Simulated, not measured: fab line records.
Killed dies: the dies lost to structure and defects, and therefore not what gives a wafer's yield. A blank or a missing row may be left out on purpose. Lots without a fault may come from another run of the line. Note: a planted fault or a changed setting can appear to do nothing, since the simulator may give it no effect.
fab line records -- flow sky130
record: lots: 6, wafers: 18, last-day: 50
route steps=708 shown VT_ADJUST_PCH@143 SONOS_TUNNEL@154 PAD_OPEN@708
lots that met no fault: taken from a fault-free run of the same line
start-h: hours from the record's first day to the start of the lot's first wafer shown -- wait-h: hours from the lot's prior step to this one -- " as in the row above -- L1.1+2: several wafers, shown together as one row -- - no value present, or no start provided -- * or withheld: withheld -- < > ~ a bound
route shown NAME@n: a module of which the file shows steps, and the number in the route of the first -- usual: mean/standard deviation taken from wafers without a fault -- same: alike in all rows -- chamber/n: place in a boat -- sites: each site's reading -- _std_site: standard deviation of those values -- _edge_site: inner sites' mean taken away from outer sites' mean -- radius-mm: how far each site lies from the wafer's centre -- mask NAME#n: copy n -- behind: the tool/chamber that last shaped the wafer -- hold: cause of the lot's hold/its duration in hours/its outcome -- device: transistor that didn't switch, given as n, p or np -- end of line: tests of these same wafers at the route's end -- for a step that has no rows: nothing shown but its recipe -- killed: dies that structure and defects cost at the first sort, which is not the same as the wafer's yield -- map: a wafer's dies, marking killed ones x, the rest . and places with no die _
set.NAME: the setting the step ran with; set.NAME@STEP: the setting that earlier step ran with -- model.NAME: the simulator's own value behind a step, which no gauge read
a table for each step, a row for each wafer; lots at some steps of the route
services: a tool's chamber out of use, with start hour (start-h, from the record's first day; less than 0 if before it), hours out, and reason
== steps ==
step: SKY_VT_ADJUST_PCH_DEHYDRATE_00
recipe: temp-c: 200, time-s: 60
step: SKY_VT_ADJUST_PCH_HMDS_01
recipe: prime-time-s: 60, prime-temp-c: 120
step: SKY_VT_ADJUST_PCH_COAT_02
recipe: spin-rpm: 2000, resist-thk-nm: 3000
step: SKY_VT_ADJUST_PCH_SOFTBAKE_03
recipe: temp-c: 110, time-s: withheld
step: SKY_VT_ADJUST_PCH_EXPOSE_04
recipe: mask-id: NWM, na: 0.6, source-shape: conventional, sigma-outer: 0.6, polarization: unpolarized, target-cd-nm: 840, dose-mj: 255
step: SKY_VT_ADJUST_PCH_PEB_05
recipe: temp-c: 115, time-s: withheld
step: SKY_VT_ADJUST_PCH_DEVELOP_06
recipe: wall-angle-deg: 90, developer: TMAH, develop-time-s: 60, dev-temp-c: 23
step: SKY_VT_ADJUST_PCH_OVL_MEAS_07
usual: VT_ADJUST_PCH_OVL: -0.1/1.3
lot.wafer,tool,chamber,start-h,wait-h,VT_ADJUST_PCH_OVL[nm]
L649.1,overlay-02,-,234.76,-,0.6
L649.2,overlay-02,-,234.76,-,1.2
L649.3,overlay-02,-,234.76,-,0.1
L651.2,overlay-02,-,266.31,-,-0.8
L651.4,overlay-02,-,266.31,-,0.9
L651.6,overlay-02,-,266.31,-,-1.1
L663.2,overlay-01,-,343.56,-,0.1
L663.3,overlay-01,-,343.56,-,-1.2
L663.4,overlay-01,-,343.56,-,0.1
L665.1,overlay-01,-,363.63,-,-3.7
L665.3,overlay-01,-,363.63,-,-1.2
L665.6,overlay-01,-,363.63,-,-2.6
L668.1,overlay-02,-,383.48,-,1.3
L668.4,overlay-02,-,383.48,-,0.8
L668.6,overlay-02,-,383.48,-,1.7
L669.2,overlay-02,-,385.96,-,-0.1
L669.4,overlay-02,-,385.96,-,-0.8
L669.6,overlay-02,-,385.96,-,-0.9
step: SKY_VT_ADJUST_PCH_IMPLANT_08
recipe: species: B, energy-kev: 10, dose-cm2: 5e+11, tilt-deg: withheld
step: SKY_VT_ADJUST_PCH_STRIP_09
recipe: chemistry: O2/N2, power-w: 1400, pressure-mtorr: 1500, platen-temp-c: withheld, o2-flow-sccm: 3000, n2-flow-sccm: 300, overash-fraction: 0.5
usual: drypump-motor-current-A: 5.9/0.6, oes-product-au: 0.723/0.0046, strip-time-to-endpoint-s: 36.95/0.097
lot.wafer,tool,chamber,start-h,wait-h,drypump-motor-current-A,oes-product-au,rf-hours-counter-h,strip-time-to-endpoint-s
L649.1,plasma-asher-01,0,234.95,0.1,6.3,0.729,54,37.02
L649.2,plasma-asher-01,1,234.95,0.1,5.3,0.722,54,37.03
L649.3,plasma-asher-01,0,234.95,0.1,6.3,0.730,-,37.02
L651.2,plasma-asher-01,0,266.49,0.1,6.3,0.722,57,36.91
L651.4,plasma-asher-01,1,266.49,0.1,5.3,0.723,-,36.90
L651.6,plasma-asher-01,0,266.49,0.1,6.3,0.727,-,36.97
L663.2,plasma-asher-04,1,343.74,0.1,6.6,0.723,64,36.78
L663.3,plasma-asher-04,1,343.74,0.1,6.6,0.723,-,36.88
L663.4,plasma-asher-04,0,343.74,0.1,6.4,0.718,-,36.86
L665.1,plasma-asher-02,0,363.82,0.1,5.0,0.723,57,37.02
L665.3,plasma-asher-02,1,363.82,0.1,5.6,0.723,-,37.01
L665.6,plasma-asher-02,1,363.82,0.1,5.6,0.723,-,36.97
L668.1,plasma-asher-02,0,383.67,0.1,5.0,0.728,59,36.95
L668.4,plasma-asher-02,1,383.67,0.1,5.6,0.720,-,36.79
L668.6,plasma-asher-02,0,383.67,0.1,5.0,0.727,-,36.90
L669.2,plasma-asher-02,1,386.14,0.1,5.6,0.722,60,36.91
L669.4,plasma-asher-02,1,386.14,0.1,5.6,0.721,-,36.90
L669.6,plasma-asher-02,1,386.14,0.1,5.6,0.715,-,36.88
step: SKY_VT_ADJUST_PCH_TW_MEAS_10
usual: VT_ADJUST_PCH_TW: 142.3/1.2
lot.wafer,tool,chamber,start-h,wait-h,VT_ADJUST_PCH_TW
L649.1,film-metro-01,-,235.05,0.1,143.8
L649.2,film-metro-01,-,235.05,0.1,144.4
L649.3,film-metro-01,-,235.05,0.1,144.4
L651.2,film-metro-03,-,266.60,0.1,141.0
L651.4,film-metro-03,-,266.60,0.1,140.8
L651.6,film-metro-03,-,266.60,0.1,140.5
L663.2,film-metro-01,-,343.85,0.1,142.9
L663.3,film-metro-01,-,343.85,0.1,144.1
L663.4,film-metro-01,-,343.85,0.1,142.7
L665.1,film-metro-01,-,363.92,0.1,142.7
L665.3,film-metro-01,-,363.92,0.1,143.3
L665.6,film-metro-01,-,363.92,0.1,142.3
L668.1,film-metro-03,-,383.77,0.1,141.3
L668.4,film-metro-03,-,383.77,0.1,140.6
L668.6,film-metro-03,-,383.77,0.1,141.7
L669.2,film-metro-01,-,386.25,0.1,142.2
L669.4,film-metro-01,-,386.25,0.1,142.4
L669.6,film-metro-01,-,386.25,0.1,142.8
step: SKY_SONOS_TUNNEL_DEHYDRATE_00
recipe: temp-c: 200, time-s: 60
step: SKY_SONOS_TUNNEL_HMDS_01
recipe: prime-time-s: 60, prime-temp-c: 120
usual: prime-temp-c: 119.99/0.12
same: prime-time-s: 60
lot.wafer,tool,chamber,start-h,wait-h,prime-temp-c
L649.1,litho-track-04,0,245.77,0.1,119.82
L649.2,litho-track-04,0,245.77,0.1,120.05
L649.3,litho-track-04,0,245.77,0.1,119.88
L651.2,litho-track-03,0,277.96,0.1,120.08
L651.4,litho-track-03,0,277.96,0.1,119.96
L651.6,litho-track-03,0,277.96,0.1,120.04
L663.2,litho-track-03,0,357.11,0.1,116.95
L663.3,litho-track-03,0,357.11,0.1,117.04
L663.4,litho-track-03,0,357.11,0.1,116.87
L665.1,litho-track-03,0,377.48,0.1,116.94
L665.3,litho-track-03,0,377.48,0.1,117.02
L665.6,litho-track-03,0,377.48,0.1,116.92
L668.1,litho-track-02,0,397.51,0.1,119.98
L668.4,litho-track-02,0,397.51,0.1,120.04
L668.6,litho-track-02,0,397.51,0.1,120.02
L669.2,litho-track-02,0,399.59,0.1,120.10
L669.4,litho-track-02,0,399.59,0.1,120.01
L669.6,litho-track-02,0,399.59,0.1,119.97
step: SKY_SONOS_TUNNEL_COAT_02
recipe: resist: NOVOLAK, spin-rpm: 3000, resist-thk-nm: 1140
step: SKY_PAD_OPEN_PROBE_99
usual: killed_at_M0_to_M3: 43/7.2, killed_at_M4_up: 3.3/2, killed-at-contacts: 25/5.8, killed-at-front-end: 15/4.5, killed-at-other: 0.3/0.62, killed-dies: 86/9.4, killed-open: 47/7.1, killed-short: 39/6
same: gross-dies: 492, killed-at-back-side: 0
lot.wafer,tool,chamber,start-h,wait-h,killed_at_M0_to_M3,killed_at_M4_up,killed-at-contacts,killed-at-front-end,killed-at-other,killed-dies,killed-open,killed-short
L649.1,prober-01,-,1086.20,0.1,37,3,20,18,0,78,39,39
L649.2,prober-01,-,1086.25,0.1,38,1,22,23,2,86,45,39
L649.3,prober-01,-,1086.30,0.2,45,0,19,11,0,75,39,36
L651.2,prober-02,-,1110.06,0.1,45,3,19,17,0,84,48,36
L651.4,prober-02,-,1110.16,0.2,48,6,15,23,1,93,53,40
L651.6,prober-02,-,1110.26,0.2,52,3,13,24,0,92,55,36
L668.1,prober-02,-,1189.89,0.1,62,2,32,14,0,110,63,46
L668.4,prober-02,-,1190.04,0.2,48,6,32,10,2,98,55,42
L668.6,prober-02,-,1190.14,0.2,53,4,28,18,0,103,65,38
L669.2,prober-01,-,1192.38,0.1,44,5,30,17,0,96,45,51
L669.4,prober-01,-,1192.48,0.2,42,3,25,25,0,95,54,41
L669.6,prober-01,-,1192.58,0.2,39,3,24,20,0,86,50,36
killed by level:class
L649.1 LI_CONTACT:geometric-particle:open=7 FIELD_ISO:geometric-particle:open=6 VIA2:geometric-particle:open=6 VIA2:geometric-particle:short=6 LOCAL_INTERCONNECT:geometric-particle:short=5 VIA1:geometric-particle:open=5 FIELD_ISO:geometric-particle:short=4 VIA1:geometric-particle:short=4
L649.2 CONTACT:geometric-particle:open=12 VIA1:geometric-particle:open=12 FIELD_ISO:geometric-particle:short=6 METAL1:geometric-particle:short=5 METAL2:geometric-particle:short=5 FIELD_ISO:geometric-particle:open=4 POLY_GATE:geometric-particle:open=3 POLY_GATE:geometric-particle:short=3
L649.3 VIA1:geometric-particle:open=10 VIA2:geometric-particle:open=10 METAL2:geometric-particle:short=9 FIELD_ISO:geometric-particle:short=6 LI_CONTACT:geometric-particle:open=4 CONTACT:geometric-particle:short=4 CONTACT:geometric-particle:open=4 VIA3:geometric-particle:open=4
L651.2 VIA1:geometric-particle:open=10 POLY_GATE:geometric-particle:short=9 VIA3:geometric-particle:open=9 CONTACT:geometric-particle:open=9 METAL1:geometric-particle:short=6 POLY_GATE:geometric-particle:open=5 VIA2:geometric-particle:open=5 LI_CONTACT:geometric-particle:open=4
L651.4 VIA1:geometric-particle:open=15 POLY_GATE:geometric-particle:open=8 VIA3:geometric-particle:open=7 POLY_GATE:geometric-particle:short=6 METAL2:geometric-particle:short=6 CONTACT:geometric-particle:open=5 VIA1:geometric-particle:short=5 VIA2:geometric-particle:open=4
L651.6 VIA3:geometric-particle:open=15 VIA1:geometric-particle:open=8 VIA2:geometric-particle:open=8 POLY_GATE:geometric-particle:open=6 LI_CONTACT:geometric-particle:open=6 POLY_GATE:geometric-particle:short=5 METAL2:geometric-particle:short=5 METAL3:geometric-particle:short=5
L668.1 VIA1:geometric-particle:open=15 VIA3:geometric-particle:open=13 CONTACT:geometric-particle:open=12 METAL1:geometric-particle:short=8 LI_CONTACT:geometric-particle:open=8 VIA1:geometric-particle:short=7 FIELD_ISO:geometric-particle:short=6 LOCAL_INTERCONNECT:geometric-particle:short=5
L668.4 VIA1:geometric-particle:open=15 LI_CONTACT:geometric-particle:open=10 CONTACT:geometric-particle:open=8 VIA1:geometric-particle:short=8 CONTACT:geometric-particle:short=5 VIA3:geometric-particle:open=5 VIA2:geometric-particle:open=5 METAL4:geometric-particle:short=5
L668.6 VIA1:geometric-particle:open=18 CONTACT:geometric-particle:open=10 VIA3:geometric-particle:open=10 VIA2:geometric-particle:open=8 CONTACT:geometric-particle:short=7 POLY_GATE:geometric-particle:short=6 FIELD_ISO:geometric-particle:open=5 POLY_GATE:geometric-particle:open=4
L669.2 CONTACT:geometric-particle:open=10 LI_CONTACT:geometric-particle:open=8 VIA1:geometric-particle:open=7 CONTACT:geometric-particle:short=6 METAL3:geometric-particle:short=6 METAL1:geometric-particle:short=6 METAL4:geometric-particle:short=5 METAL2:geometric-particle:short=5
L669.4 LI_CONTACT:geometric-particle:open=12 VIA1:geometric-particle:open=12 POLY_GATE:geometric-particle:open=7 METAL3:geometric-particle:short=7 METAL2:geometric-particle:short=7 CONTACT:geometric-particle:open=6 POLY_GATE:geometric-particle:short=5 VIA2:geometric-particle:open=5
L669.6 CONTACT:geometric-particle:open=11 VIA1:geometric-particle:open=10 METAL1:geometric-particle:short=6 LI_CONTACT:geometric-particle:open=6 VIA2:geometric-particle:open=6 METAL2:geometric-particle:short=5 POLY_GATE:geometric-particle:open=4 POLY_GATE:geometric-particle:short=4
== services ==
tool,chamber,start-h,hours,kind
plasma-asher-01,-,292.88,4.0,repair
litho-track-02,-,310.48,-,consumable-replace:filter
plasma-asher-01,-,335.88,2.8,pm
plasma-asher-01,-,363.35,2.0,repair
plasma-asher-04,-,380.50,4.2,repair
== key ==
first-sign: step: SKY_SONOS_TUNNEL_HMDS_01, reading: prime-temp-c, direction: down, sigmas: 25, usual: *, struck: *
effect none on later readings
met-at SKY_SONOS_TUNNEL_HMDS_01
struck-wafers L663.2,L663.3,L663.4,L665.1,L665.3,L665.6
tester-left-out L663,L665
onset-between 277.96 357.11
fault: kind: process-parameter-drift, tool: litho-track-03, chamber: -, onset-h: 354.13, steps: SKY_SONOS_TUNNEL_HMDS_01, channel: prime-temp-c, offset: *, shape: step, end-h: 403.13, acts-in: *, stated: *
tester-left-out: of these lots the tester's yield and bins aren't shown, on N5 and GAA mostly nor the transistor test; their killed dies are dies lost to structure and defects alone, not to doping, threshold or leakage, so they don't give the yield
